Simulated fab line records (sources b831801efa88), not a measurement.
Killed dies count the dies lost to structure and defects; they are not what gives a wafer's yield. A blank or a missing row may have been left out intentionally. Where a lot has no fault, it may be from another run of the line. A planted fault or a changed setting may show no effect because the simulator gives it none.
One fault seen from 2 desks    flow sky130    numbers are kept per desk, each desk with only its own; the story behind them comes last

## TOOL OWNER'S DESK, implanter-02
The tool's own readings at SKY_NWELL_IMPLANT_11, given as means over the sampled wafers that have a number, one for each lot that went through this tool. If a lot's mean is further than 4 standard deviations from the usual mean, the lot is out of limits and carries the mark OUT (the distance appears in the brackets).
Columns: A = beam-on-s at SKY_NWELL_IMPLANT_11, usual 10.00 s; B = dose-ions-cm2 at SKY_NWELL_IMPLANT_11, usual 1.9003e+13; C = faraday-current-uA at SKY_NWELL_IMPLANT_11, usual 107.1
lot   first seen here  A      B                             C
L837  day 6 02:22      10.15  1.8987e+13                    105.6
L839  day 6 11:04      10.04  1.9016e+13                    106.7
L843  day 7 10:52      10.09  2.1297e+13 (+99 or more) OUT  119.5 (+5.6) OUT
L845  day 7 22:25      9.86   2.1349e+13 (+99 or more) OUT  121.7 (+6.6) OUT
Finding of this desk: L843, L845 out of limits; the first was L843 at day 7 10:52, on dose-ions-cm2 at SKY_NWELL_IMPLANT_11. Within limits: L837, L839.

## THE METROLOGY DESK
Means of the sampled wafers that have a number, per lot and without regard to the tool the lot ran on: this is what the gauges read. If a lot's mean is further than 4 standard deviations from the usual mean, the lot is out of limits and carries the mark OUT (the distance appears in the brackets).
Columns: A = NWELL_TW at SKY_NWELL_TW_MEAS_15, usual 1821; B = NWELL_RS at SKY_NWELL_RS_MEAS_29, usual 624.8 ohm/sq; C = CONTACT_BOW at SKY_CONTACT_BOW_MEAS_05, usual 81 um
lot   first seen here  A                B                C
L832  day 4 18:28      1826             624.7            84
L834  day 5 04:19      1812             624.8            75
L837  day 6 02:55      1805             624.9            79
L839  day 6 11:35      1812             624.6            87
L841  day 7 00:04      1820             625.9            77
L842  day 7 05:48      1815             625.2            77
L843  day 7 11:23      1885 (+5.8) OUT  588.6 (-24) OUT  82
L845  day 7 22:58      1877 (+5.1) OUT  588.3 (-24) OUT  80
L849  day 8 23:54      1840             624.1            85
L851  day 9 08:19      1823             626.8            83
L854  day 10 03:34     1822             627.0            83
This desk's finding: out of limits on L843, L845; first on L843, day 7 11:23 (NWELL_TW at SKY_NWELL_TW_MEAS_15). Within limits: L832, L834, L837, L839, L841, L842, L849, L851, L854.

## ALL TOGETHER
At day 7 10:52, on L843, L845, the tool owner's desk was in a position to raise an alarm.
An alarm was possible from the metrology desk at day 7 11:23, on L843, L845.
SKY_NWELL_IMPLANT_11 was run on implanter-02 by each of the lots named.

## WHAT HAD BEEN PUT IN BY THE SIMULATOR
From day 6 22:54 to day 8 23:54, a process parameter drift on implanter-02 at SKY_NWELL_IMPLANT_11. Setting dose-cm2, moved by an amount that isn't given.
Struck lots among those shown: L843, L845.
Time in hours from fault onset to the first out-of-limits reading at each desk: tool owner's desk 12, metrology desk 12.
